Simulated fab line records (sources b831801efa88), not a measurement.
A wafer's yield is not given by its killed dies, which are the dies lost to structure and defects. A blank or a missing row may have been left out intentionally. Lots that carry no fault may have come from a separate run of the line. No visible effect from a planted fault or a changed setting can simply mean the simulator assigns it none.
fab line records | flow sky130
record: lots: 13 wafers: 39 last-day: 50
route steps=708 shown VT_ADJUST_HVTP@95 VT_ADJUST_LVTN@106
lots that met no fault: taken from a fault-free run of the same line
start-h: hours from the record's first day to the start of the lot's first wafer shown | wait-h: hours elapsed since this lot's preceding step | " same as the row above | L1.1+2: one row covering several wafers at once | - value missing, or start not given | * or withheld: withheld | < > ~ a bound
route shown NAME@n: names a module that has steps shown in the file, with the first one's number in the route | usual: mean/standard deviation of fault-free wafers | same: alike in all rows | chamber/n: place in a boat | sites: per-site readings | _std_site: standard deviation of those values | _edge_site: outer sites' mean less inner sites' | radius-mm: how far each site lies from the wafer's centre | mask NAME#n: copy n | behind: the most recent tool/chamber to have shaped the wafer | hold: why the lot went on hold/how many hours it stayed there/how the hold came to an end | device: whichever transistor did not switch (one of n, p or np) | end of line: at the end of the route, the tests of the same wafers | for a step that has no rows: nothing shown but its recipe | killed: dies lost to structure and defects at the first sort, not the wafer's yield | map: the dies of a wafer, with x for killed, . for not killed, _ for no die there
set.NAME: the setting as run; set.NAME@STEP: as run at that earlier step | model.NAME: the simulator's own value behind a step, which no gauge read
steps of the route over a sample of lots; a table a step, a row a wafer
services: the hour from which a tool's chamber was out of use, counted from the record's first day as start-h (under 0 if before that day), plus the number of hours and why
== steps ==
step: SKY_VT_ADJUST_HVTP_STRIP_10
recipe: chemistry: O2/N2 power-w: 1400 pressure-mtorr: 1500 platen-temp-c: withheld o2-flow-sccm: 3000 n2-flow-sccm: 300 overash-fraction: 0.5
usual: drypump-motor-current-A: 5.9/0.48 oes-product-au: 0.716/0.0045 strip-time-to-endpoint-s: 14.20/0.035
columns lot.wafer tool chamber start-h wait-h drypump-motor-current-A oes-product-au rf-hours-counter-h strip-time-to-endpoint-s
L481.3 plasma-asher-04 0 119.63 0.1 6.2 0.715 - 14.22
L481.4 " 1 " " 6.3 0.717 - 14.17
L481.5 " 0 " " 6.2 0.714 - 14.22
L483.1 plasma-asher-02 0 135.70 0.1 6.4 0.720 44 14.10
L483.4 " 1 " " 5.1 0.717 - 14.18
L483.5 " 1 " " 5.1 0.714 - 14.17
L484.1 plasma-asher-03 1 141.95 0.1 5.9 0.712 48 14.23
L484.3 " 1 " " 5.9 0.715 - 14.19
L484.6 " 1 " " 5.9 0.719 - 14.20
L485.3 plasma-asher-03 1 145.81 0.1 5.9 0.716 - 14.23
L485.4 " 0 " " 5.7 0.717 - 14.20
L485.6 " 0 " " 5.7 0.722 - 14.22
L486.2 plasma-asher-04 0 155.60 0.1 6.1 0.726 4 14.18
L486.3 " 1 " " 6.2 0.720 - 14.22
L486.4 " 0 " " 6.1 0.721 - 14.19
L489.2 plasma-asher-03 0 175.80 0.1 5.6 0.917 51 -
L489.4 " 0 " " 5.7 0.917 - -
L489.5 " 0 " " 5.7 0.912 - -
L496.2 plasma-asher-04 0 215.18 0.1 6.1 0.713 9 14.19
L496.4 " 0 " " 6.1 0.720 - 14.17
L496.5 " 1 " " 6.3 0.712 - 14.18
L498.1 plasma-asher-03 1 235.13 0.1 5.9 0.711 57 14.23
L498.3 " 0 " " 5.7 0.717 - 14.24
L498.4 " 1 " " 5.9 0.722 - 14.17
L499.2 plasma-asher-02 1 236.40 0.1 5.1 0.719 55 14.18
L499.5 " 1 " " 5.1 0.721 - 14.16
L499.6 " 0 " " 6.4 0.725 - 14.18
L500.1 plasma-asher-02 0 244.73 0.1 6.4 0.712 55 14.23
L500.4 " 0 " " 6.4 0.713 - 14.19
L500.5 " 0 " " 6.4 0.711 - 14.21
L502.4 plasma-asher-04 1 258.39 0.1 6.3 0.714 - 14.20
L502.5 " 1 " " 6.3 0.714 - 14.21
L502.6 " 0 " " 6.2 0.714 - 14.20
L503.3 plasma-asher-04 1 261.39 0.1 6.3 0.711 - 14.13
L503.4 " 0 " " 6.2 0.714 - 14.19
L503.5 " 1 " " 6.3 0.716 - 14.20
L504.1 plasma-asher-02 1 269.93 0.1 5.1 0.711 58 14.20
L504.2 " 0 " " 6.4 0.720 58 14.18
L504.6 " 1 " " 5.0 0.712 - 14.18
step: SKY_VT_ADJUST_LVTN_STRIP_09
recipe: chemistry: O2/N2 power-w: 1400 pressure-mtorr: 1500 platen-temp-c: withheld o2-flow-sccm: 3000 n2-flow-sccm: 300 overash-fraction: 0.5
usual: drypump-motor-current-A: 5.8/0.37 oes-product-au: 0.722/0.0043 strip-time-to-endpoint-s: 36.91/0.1
columns lot.wafer tool chamber start-h wait-h drypump-motor-current-A oes-product-au rf-hours-counter-h strip-time-to-endpoint-s
L481.3 plasma-asher-03 1 138.44 0.1 5.9 0.725 - 37.01
L481.4 " 0 " " 5.7 0.722 - 36.90
L481.5 " 1 " " 5.9 0.718 - 36.99
L483.1 plasma-asher-03 1 155.51 0.1 5.9 0.724 49 36.78
L483.4 " 1 " " 5.9 0.721 - 36.82
L483.5 " 1 " " 5.9 0.727 - 36.81
L484.1 plasma-asher-01 0 161.67 0.1 6.1 0.718 36 37.02
L484.3 " 0 " " 6.2 0.724 - 36.97
L484.6 " 1 " " 6.0 0.719 - 36.85
L485.3 plasma-asher-03 1 166.04 0.1 5.9 0.725 - 36.82
L485.4 " 0 " " 5.7 0.726 - 36.85
L485.6 " 1 " " 5.9 0.723 - 36.91
L486.2 plasma-asher-01 1 176.96 0.1 5.9 0.730 37 37.02
L486.3 " 1 " " 6.0 0.726 - 36.91
L486.4 " 0 " " 6.1 0.728 - 36.97
L489.2 plasma-asher-02 0 197.31 0.1 6.4 0.731 51 46.91
L489.4 " 1 " " 5.0 0.721 - 46.90
L489.5 " 1 " " 5.1 0.729 - 46.83
L496.2 plasma-asher-03 1 238.46 0.1 5.9 0.723 57 36.76
L496.4 " 1 " " 5.9 0.712 - 36.73
L496.5 " 0 " " 5.7 0.723 - 36.82
L498.1 plasma-asher-01 1 258.31 0.1 6.0 0.730 45 36.97
L498.3 " 1 " " 6.0 0.728 - 36.93
L498.4 " 0 " " 6.1 0.723 - 37.06
L499.2 plasma-asher-01 0 259.83 0.1 6.1 0.722 45 36.84
L499.5 " 0 " " 6.1 0.721 - 37.03
L499.6 " 1 " " 5.9 0.726 - 36.96
L500.1 plasma-asher-02 0 268.93 0.1 6.4 0.725 58 37.05
L500.4 " 0 " " 6.4 0.720 - 36.98
L500.5 " 1 " " 5.0 0.722 - 37.03
L502.4 plasma-asher-03 1 283.74 0.1 5.9 0.722 - 36.82
L502.5 " 1 " " 5.9 0.724 - 36.80
L502.6 " 0 " " 5.7 0.711 - 36.83
L503.3 plasma-asher-03 0 286.95 0.1 5.7 0.716 - 36.91
L503.4 " 1 " " 5.9 0.725 - 36.90
L503.5 " 0 " " 5.7 0.715 - 36.86
L504.1 plasma-asher-03 1 295.23 0.1 5.9 0.719 63 36.73
L504.2 " 0 " " 5.7 0.718 63 36.80
L504.6 " 0 " " 5.7 0.720 - 36.77
step: SKY_VT_ADJUST_LVTN_TW_MEAS_10
usual: VT_ADJUST_LVTN_TW: 239.4/2.1
columns lot.wafer tool chamber start-h wait-h VT_ADJUST_LVTN_TW
L481.3 film-metro-04 - 138.53 0.1 237.1
L481.4 " - " " 237.5
L481.5 " - " " 237.7
L483.1 film-metro-04 - 155.61 0.1 237.7
L483.4 " - " " 236.6
L483.5 " - " " 237.8
L484.1 film-metro-01 - 161.77 0.1 241.5
L484.3 " - " " 240.6
L484.6 " - " " 241.6
L485.3 film-metro-04 - 166.13 0.1 237.2
L485.4 " - " " 237.3
L485.6 " - " " 237.7
L486.2 film-metro-04 - 177.07 0.1 238.4
L486.3 " - " " 239.9
L486.4 " - " " 239.0
L489.2 film-metro-03 - 197.42 0.1 30.0
L489.4 " - " " 29.9
L489.5 " - " " 30.0
L496.2 film-metro-03 - 238.57 0.1 240.6
L496.4 " - " " 242.6
L496.5 " - " " 241.1
L498.1 film-metro-04 - 258.41 0.1 238.2
L498.3 " - " " 237.7
L498.4 " - " " 237.5
L499.2 film-metro-04 - 259.94 0.1 236.7
L499.5 " - " " 236.7
L499.6 " - " " 238.0
L500.1 film-metro-01 - 269.03 0.1 241.9
L500.4 " - " " 242.6
L500.5 " - " " 242.9
L502.4 film-metro-01 - 283.84 0.1 243.1
L502.5 " - " " 243.4
L502.6 " - " " 243.7
L503.3 film-metro-04 - 287.03 0.1 235.9
L503.4 " - " " 236.2
L503.5 " - " " 237.2
L504.1 film-metro-03 - 295.33 0.1 241.8
L504.2 " - " " 242.3
L504.6 " - " " 243.1
== services ==
columns tool chamber start-h hours kind
plasma-asher-01 - 107.86 0.6 repair
plasma-asher-04 - 108.75 9.0 pm
plasma-asher-04 0 108.75 9.0 vent-cycle
plasma-asher-04 1 108.75 9.0 vent-cycle
plasma-asher-04 0 117.75 - clean
plasma-asher-04 1 117.75 - clean
plasma-asher-01 - 121.51 2.8 pm
plasma-asher-03 - 235.80 0.3 repair
== key ==
first-sign: step: SKY_VT_ADJUST_HVTP_STRIP_10 reading: oes-product-au direction: up sigmas: 45 usual: 0.716 struck: 0.915
effect: step: SKY_VT_ADJUST_LVTN_STRIP_09 reading: strip-time-to-endpoint-s direction: up sigmas: 96 usual: * struck: *
effect: step: SKY_VT_ADJUST_LVTN_TW_MEAS_10 reading: VT_ADJUST_LVTN_TW direction: down sigmas: 99+ usual: 239.4 struck: 30.0
met-at SKY_VT_ADJUST_HVTP_STRIP_10
struck-lots L489
sort-left-out L489.2,L489.4,L489.5
tester-left-out L489
onset-between 145.81 175.80
fault: kind: strip-aborted tool: plasma-asher-03 chamber: - onset-h: 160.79 steps: SKY_VT_ADJUST_HVTP_STRIP_10 offset: 0.82633 end-h: 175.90
tester-left-out: of these lots the tester's yield and bins aren't shown, on N5 and GAA mostly nor the transistor test; their killed dies are dies lost to structure and defects alone, not to doping, threshold or leakage, so they don't give the yield
sort-left-out: the simulated sort isn't trusted on such a fault, so these wafers' sort isn't shown, and their yield isn't known
